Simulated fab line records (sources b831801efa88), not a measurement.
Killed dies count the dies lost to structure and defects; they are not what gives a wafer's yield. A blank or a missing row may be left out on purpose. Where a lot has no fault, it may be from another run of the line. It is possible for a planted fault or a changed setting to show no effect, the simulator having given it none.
fab line records    flow sky130
record: lots: 7  wafers: 18  last-day: 50
route steps=708 shown VIA3@575 PAD_OPEN@708
lots untouched by any fault: they come from a run of this same line in which no faults occurred
start-h: the number of hours between the record's first day and the start of the first shown wafer of the lot    wait-h: how many hours have passed since the lot's step before this one    " unchanged from the row above    L1.1+2: a row that stands for several wafers    - no value, or no start was given    * or withheld: withheld    < > ~ a bound
route shown NAME@n: NAME is a module with steps in the file, n the number in the route of the first one    usual: mean/standard deviation of fault-free wafers    same: alike in all rows    chamber/n: place in a boat    sites: the reading at each site    _std_site: how widely they spread, as a standard deviation    _edge_site: the outer-site mean with the inner-site mean subtracted    radius-mm: how far each site lies from the wafer's centre    mask NAME#n: copy n    behind: the last tool/chamber to shape the wafer    hold: why the lot was held/for how many hours/how that ended    device: the transistor (n, p or np) that didn't switch    end of line: at the end of the route, the tests of the same wafers    where a step has no rows: the recipe by itself    killed: the dies lost at the first sort to structure and to defects; this is not the yield of the wafer    map: dies across one wafer; x = killed, . = not, _ = none there
set.NAME: the setting as run; set.NAME@STEP: as run at that earlier step    model.NAME: the simulator's own value behind a step, which no gauge read
certain route steps with their lots: each step a table, each wafer a row
services: the hour from which a tool's chamber was out of use, counted from the record's first day as start-h (under 0 if before that day), plus the number of hours and why
== steps ==
step: SKY_VIA3_CMP_02
recipe: material: SiO2  down-force-psi: 4  platen-rpm: 60  pad-velocity-m-s: 0.94248
usual: motor-current-A: 11.9/1.3
lot.wafer  tool    chamber  start-h  wait-h  motor-current-A
L439.1     cmp-01  3        938.37   0.1     13.8
L439.5     "       2        "        "       12.6
L439.6     "       3        "        "       14.2
L450.2     cmp-02  2        992.29   0.2     10.7
L450.1     "       3        "        "       12.0
L450.6     "       2        "        "       10.4
L457.2     cmp-01  1        1036.86  0.1     13.7
L457.4     "       3        "        "       14.7
L458.4     cmp-01  2        1039.50  0.2     12.2
L458.3     "       3        "        "       13.3
L460.2     cmp-02  2        1046.95  0.1     11.1
L460.1     "       3        "        "       12.6
L460.3     "       0        "        "       11.5
L459.3     cmp-02  1        1051.15  0.1     11.4
L459.4     "       2        "        "       10.6
L461.1     cmp-02  1        1052.27  0.1     11.9
L461.4     "       2        "        "       10.5
L461.5     "       1        "        "       11.1
step: SKY_VIA3_BOW_MEAS_03
recipe: mode: bow
usual: VIA3_BOW: 79/8.2
lot.wafer  tool           chamber  start-h  wait-h  VIA3_BOW[um]
L439.1     film-metro-02  -        938.62   0.2     84
L439.5     "              -        "        "       92
L439.6     "              -        "        "       88
L450.1     film-metro-01  -        992.54   0.1     78
L450.2     "              -        "        "       69
L450.6     "              -        "        "       70
L457.2     film-metro-01  -        1037.13  0.2     71
L457.4     "              -        "        "       82
L458.3     film-metro-03  -        1039.84  0.2     75
L458.4     "              -        "        "       82
L460.1     film-metro-02  -        1047.20  0.1     77
L460.2     "              -        "        "       67
L460.3     "              -        "        "       71
L459.3     film-metro-02  -        1051.44  0.2     83
L459.4     "              -        "        "       80
L461.1     film-metro-02  -        1052.57  0.2     66
L461.4     "              -        "        "       79
L461.5     "              -        "        "       69
step: SKY_VIA3_DEHYDRATE_04
recipe: temp-c: 200  time-s: 60
step: SKY_VIA3_HMDS_05
recipe: prime-time-s: 60  prime-temp-c: 120
step: SKY_VIA3_COAT_06
recipe: resist: BARC  temp-c: withheld  time-s: withheld  spin-rpm: 3000  resist-thk-nm: 60
step: SKY_VIA3_COAT_07
recipe: resist: KrF-thick  spin-rpm: 3000  resist-thk-nm: 450
step: SKY_VIA3_SOFTBAKE_08
recipe: temp-c: 100  time-s: 90  resist: KrF-thick
step: SKY_VIA3_EXPOSE_09
recipe: mask-id: VIM3  na: 0.8  source-shape: annular  sigma-inner: 0.55  sigma-outer: 0.85  target-cd-nm: 200  dose-mj: 38
step: SKY_VIA3_PEB_10
recipe: peb-temp-c: withheld  peb-time-s: withheld  resist: KrF-thick
step: SKY_VIA3_DEVELOP_11
recipe: develop-time-s: 60  resist: KrF-thick  dev-temp-c: 21
step: SKY_VIA3_CD_MEAS_12
recipe: target-cd-nm: 200
usual: cd-nm: 199.6/1.4
lot.wafer  tool       chamber  start-h  wait-h  cd-nm
L439.1     cd-sem-02  -        963.36   -       198.7
L439.5     "          -        "        "       197.7
L439.6     "          -        "        "       200.7
L450.1     cd-sem-01  -        1015.36  -       198.5
L450.2     "          -        "        "       198.6
L450.6     "          -        "        "       198.6
L457.2     cd-sem-02  -        1058.89  -       199.3
L457.4     "          -        "        "       200.0
L458.3     cd-sem-01  -        1062.20  -       199.4
L458.4     "          -        "        "       198.3
L460.1     cd-sem-02  -        1068.45  -       201.3
L460.2     "          -        "        "       201.5
L460.3     "          -        "        "       202.7
L459.3     cd-sem-02  -        1073.05  -       201.6
L459.4     "          -        "        "       203.2
L461.1     cd-sem-02  -        1073.90  -       201.4
L461.4     "          -        "        "       199.6
L461.5     "          -        "        "       201.3
step: SKY_VIA3_OVL_MEAS_13
usual: VIA3_OVL: 3/6.8
lot.wafer  tool        chamber  start-h  wait-h  VIA3_OVL[nm]
L439.1     overlay-01  -        963.48   0.1     -6
L439.5     "           -        "        "       2
L439.6     "           -        "        "       3
L450.1     overlay-02  -        1015.48  0.1     14
L450.2     "           -        "        "       13
L450.6     "           -        "        "       14
L457.2     overlay-01  -        1059.00  0.1     4
L457.4     "           -        "        "       6
L458.3     overlay-01  -        1062.30  0.1     7
L458.4     "           -        "        "       -1
L460.1     overlay-01  -        1068.57  0.1     2
L460.2     "           -        "        "       10
L460.3     "           -        "        "       5
L459.3     overlay-01  -        1073.15  0.1     7
L459.4     "           -        "        "       9
L461.1     overlay-01  -        1074.02  0.1     3
L461.4     "           -        "        "       2
L461.5     "           -        "        "       0
step: SKY_VIA3_ETCH_14
recipe: chemistry: N2/H2  target: BARC  ion-energy-ev: 200  source-w: 500  bias-w: 100  pressure-mtorr: 30  n2-flow-sccm: 100  h2-flow-sccm: 200  stop-on: SiO2  time-s: 45.9  target-depth-a: 600
usual: drypump-motor-current-A: 5.79/0.22  h2-flow-sccm: 200.0/0.53  n2-flow-sccm: 100.0/0.3  oes-product-au: 0.855/0.0047  run-length-s: 74.2/0.46  throttle-valve-pct: 13.225/0.0087
lot.wafer  tool         chamber  start-h  wait-h  drypump-motor-current-A  h2-flow-sccm  n2-flow-sccm  oes-product-au  rf-hours-counter-h  run-length-s  throttle-valve-pct  model.KrF-thick_of_VIA3_COAT_07.thk-nm
L439.1     rie-diel-04  3        963.52   0.0     5.56                     199.5         99.8          0.855           7                   73.9          13.227              392.1
L439.5     "            1        "        "       6.02                     200.4         99.7          0.850           -                   74.3          13.234              392.6
L439.6     "            3        "        "       5.58                     200.8         99.6          0.852           -                   74.5          13.229              390.9
L450.1     rie-diel-03  1        1015.52  0.0     5.54                     199.7         99.8          0.845           16                  74.3          13.219              389.5
L450.2     "            3        "        "       5.80                     199.5         100.0         0.857           12                  73.5          13.241              391.9
L450.6     "            3        "        "       5.79                     199.2         100.2         0.865           -                   73.6          13.232              390.6
L457.2     rie-diel-04  0        1059.03  0.0     5.82                     199.8         100.5         0.857           3                   75.2          13.221              393.7
L457.4     "            1        "        "       6.08                     200.1         99.8          0.958           21                  69.6          13.226              397.6
L458.3     rie-diel-04  3        1062.32  0.0     5.55                     199.9         100.1         0.854           10                  74.4          13.236              394.5
L458.4     "            1        "        "       6.04                     199.9         100.4         0.949           21                  68.9          13.233              398.5
L460.1     rie-diel-03  3        1068.60  0.0     5.79                     200.5         100.0         0.857           14                  74.0          13.223              392.9
L460.2     "            0        "        "       6.00                     199.9         100.2         0.849           6                   73.9          13.235              394.3
L460.3     "            1        "        "       5.52                     199.1         100.2         0.860           17                  73.9          13.229              392.8
L459.3     rie-diel-04  3        1073.17  0.0     5.58                     201.4         100.1         0.854           10                  74.0          13.230              395.7
L459.4     "            0        "        "       5.81                     199.2         100.3         0.957           3                   69.8          13.226              397.7
L461.1     rie-diel-03  3        1074.05  0.0     5.78                     199.6         100.5         0.851           14                  73.5          13.231              390.5
L461.4     "            2        "        "       5.64                     200.2         100.7         0.843           14                  74.7          13.229              390.2
L461.5     "            0        "        "       6.01                     200.4         100.1         0.855           -                   74.0          13.226              391.6
step: SKY_VIA3_ETCH_15
recipe: target: SiO2  chemistry: C4F8/O2/Ar  target-depth-nm: 507  stop-on: TiN  mask-material: KrF-thick  source-w: 1500  bias-w: 1200  pressure-mtorr: 40  c4f8-flow-sccm: withheld  O2_flow_sccm: 6  Ar_flow_sccm: 300  time-s: 78
usual: oes-product-au: 0.945/0.0044  run-length-s: 106.3/0.41
lot.wafer  tool         chamber  start-h  wait-h  oes-product-au  rf-hours-counter-h  run-length-s  model.KrF-thick_of_VIA3_COAT_07.thk-nm
L439.1     rie-diel-04  3        963.56   0.0     0.941           7                   106.5         291.5
L439.5     "            1        "        "       0.946           -                   106.3         290.5
L439.6     "            3        "        "       0.947           -                   106.3         289.6
L450.1     rie-diel-03  1        1015.56  0.0     0.944           16                  106.1         286.2
L450.2     "            3        "        "       0.954           12                  106.0         290.3
L450.6     "            3        "        "       0.946           -                   105.7         289
L457.2     rie-diel-04  0        1059.07  0.0     0.944           3                   107.3         293.1
L457.4     "            1        "        "       0.947           21                  106.2         296.5
L458.3     rie-diel-04  3        1062.36  0.0     0.946           10                  106.3         295.4
L458.4     "            1        "        "       0.944           21                  106.7         297
L460.1     rie-diel-03  3        1068.64  0.0     0.946           14                  105.6         290.3
L460.2     "            0        "        "       0.945           7                   106.2         293
L460.3     "            1        "        "       0.945           17                  106.0         290.5
L459.3     rie-diel-04  3        1073.21  0.0     0.943           10                  106.3         295.7
L459.4     "            0        "        "       0.947           3                   107.0         296.5
L461.1     rie-diel-03  3        1074.09  0.0     0.944           14                  105.9         287.9
L461.4     "            2        "        "       0.950           14                  106.6         289.3
L461.5     "            0        "        "       0.952           -                   106.0         290.7
step: SKY_VIA3_STRIP_16
recipe: chemistry: O2/N2  power-w: 1400  pressure-mtorr: 1500  platen-temp-c: withheld  o2-flow-sccm: 3000  n2-flow-sccm: 300  overash-fraction: 0.5
usual: drypump-motor-current-A: 5.5/0.47  n2-flow-sccm: 300.0/0.8  oes-product-au: 0.402/0.0043  strip-time-to-endpoint-s: 4.141/0.025
lot.wafer  tool             chamber  start-h  wait-h  drypump-motor-current-A  n2-flow-sccm  oes-product-au  rf-hours-counter-h  strip-time-to-endpoint-s
L439.1     plasma-asher-01  0        963.62   0.0     5.8                      300.4         0.398           57                  4.130
L439.5     "                1        "        "       4.9                      299.6         0.401           -                   4.117
L439.6     "                0        "        "       5.8                      299.4         0.394           -                   4.115
L450.1     plasma-asher-01  0        1015.62  0.0     5.7                      299.9         0.402           62                  4.082
L450.2     "                1        "        "       4.9                      300.1         0.403           62                  4.124
L450.6     "                0        "        "       5.8                      300.9         0.402           -                   4.085
L457.2     plasma-asher-03  1        1059.13  0.0     5.6                      300.0         0.393           32                  4.155
L457.4     "                0        "        "       6.2                      298.9         0.414           -                   4.184
L458.3     plasma-asher-01  0        1062.46  0.1     5.8                      300.3         0.399           -                   4.167
L458.4     "                1        "        "       4.9                      299.6         0.402           -                   4.208
L460.1     plasma-asher-03  0        1068.70  0.0     6.2                      301.4         0.398           33                  4.140
L460.2     "                1        "        "       5.6                      301.3         0.404           33                  4.144
L460.3     "                0        "        "       6.2                      301.4         0.402           -                   4.127
L459.3     plasma-asher-04  0        1073.31  0.1     5.0                      300.2         0.401           -                   4.160
L459.4     "                1        "        "       5.9                      299.5         0.399           -                   4.167
L461.1     plasma-asher-01  1        1074.15  0.0     4.9                      302.5         0.404           69                  4.106
L461.4     "                0        "        "       5.8                      299.8         0.403           -                   4.118
L461.5     "                1        "        "       4.9                      301.3         0.403           -                   4.137
step: SKY_PAD_OPEN_PROBE_99
usual: defect-limited-yield: 82.3/1.9  killed_at_M0_to_M3: 44/6.5  killed_at_M4_up: 3.3/1.9  killed-at-contacts: 24/5.3  killed-at-front-end: 15/4.5  killed-at-other: 0.3/0.58  killed-dies: 87/9.3  killed-open: 48/6.6  killed-short: 39/6.1  sort_bin_3_pad_short: 0.9/0.46  sort_bin_5_function: 10.5/1.6  sort_bin_6_memory: 6.3/1.1  sort-n-pass: 405/9.3  sort-yield-pct: 82.3/1.9
same: gross-dies: 492  killed-at-back-side: 0  sort_bin_4_leakage[%]: 0  sort_bin_8_speed[%]: 0
lot.wafer  tool       chamber  start-h  wait-h  defect-limited-yield[%]  killed_at_M0_to_M3  killed_at_M4_up  killed-at-contacts  killed-at-front-end  killed-at-other  killed-dies  killed-open  killed-short  sort_bin_3_pad_short[%]  sort_bin_5_function[%]  sort_bin_6_memory[%]  sort-n-pass  sort-yield-pct[%]
L460.1     prober-02  -        1190.29  0.1     80.9                     54                  3                23                  14                   0                94           49           45            0                        12.4                    6.7                   398          80.9
L460.2     prober-02  -        1190.34  0.1     81.3                     46                  3                24                  19                   0                92           48           44            1.6                      11.0                    6.1                   400          81.3
L460.3     prober-02  -        1190.39  0.2     79.3                     56                  7                23                  16                   0                102          55           47            1.4                      12.8                    6.5                   390          79.3
killed by level:class
L460.1 VIA3:geometric-particle:open=11 CONTACT:geometric-particle:open=11 VIA1:geometric-particle:open=8 VIA2:geometric-particle:open=6 VIA1:geometric-particle:short=6 LOCAL_INTERCONNECT:geometric-particle:short=5 METAL3:geometric-particle:short=5 METAL2:geometric-particle:short=5
L460.2 VIA1:geometric-particle:open=11 VIA1:geometric-particle:short=8 METAL2:geometric-particle:short=8 CONTACT:geometric-particle:open=8 LI_CONTACT:geometric-particle:open=6 VIA2:geometric-particle:open=6 CONTACT:geometric-particle:short=5 VIA3:geometric-particle:open=5
L460.3 CONTACT:geometric-particle:open=12 VIA1:geometric-particle:open=12 VIA2:geometric-particle:open=11 METAL1:geometric-particle:short=6 VIA1:geometric-particle:short=6 METAL4:geometric-particle:short=6 FIELD_ISO:geometric-particle:open=5 METAL3:geometric-particle:short=5
== services ==
tool             chamber  start-h  hours  kind
cmp-02           -        916.56   -      consumable-replace:conditioner
cmp-02           -        916.56   -      consumable-replace:pad
rie-diel-04      1        922.40   5.0    repair
plasma-asher-04  -        935.68   2.0    repair
plasma-asher-03  -        945.31   1.2    repair
rie-diel-04      0        945.94   1.3    repair
rie-diel-03      2        946.78   6.7    repair
cmp-02           -        956.36   0.2    repair
rie-diel-04      0        960.34   -      clean
rie-diel-04      0        960.34   17.5   scheduled-down
rie-diel-04      0        960.34   17.5   vent-cycle
cmp-02           -        973.73   4.0    pm
plasma-asher-01  -        982.33   1.3    repair
rie-diel-04      -        986.23   0.2    repair
cmp-01           -        989.27   16.3   repair
rie-diel-04      3        1006.74  11.1   repair
plasma-asher-04  -        1013.77  15.6   pm
plasma-asher-03  -        1019.86  2.2    repair
cmp-01           -        1027.99  3.7    pm
rie-diel-03      1        1028.00  19.8   repair
plasma-asher-04  -        1042.40  0.6    repair
plasma-asher-04  -        1055.25  9.0    pm
plasma-asher-04  0        1055.25  9.0    vent-cycle
plasma-asher-04  1        1055.25  9.0    vent-cycle
== key ==
first-sign: step: SKY_VIA3_ETCH_14  reading: oes-product-au  direction: up  sigmas: 21  usual: 0.855  struck: 0.954
effect: step: SKY_VIA3_ETCH_14  reading: run-length-s  direction: down  sigmas: 10  usual: *  struck: *
model-effect: step: SKY_VIA3_ETCH_14  value: KrF-thick_of_VIA3_COAT_07.thk-nm  without: 393  struck: 397.9
model-effect: step: SKY_VIA3_ETCH_15  value: KrF-thick_of_VIA3_COAT_07.thk-nm  without: 291.7  struck: 296.7
met-at SKY_VIA3_ETCH_14
struck-wafers L457.4,L458.4,L459.4
onset-between 963.52 1059.03
fault: kind: process-parameter-drift  tool: rie-diel-04  chamber: -  onset-h: 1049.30  steps: SKY_VIA3_ETCH_14  channel: time-s  offset: *  shape: step  end-h: 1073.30  scope: struck-wafers-only  acts-in: *  stated: *
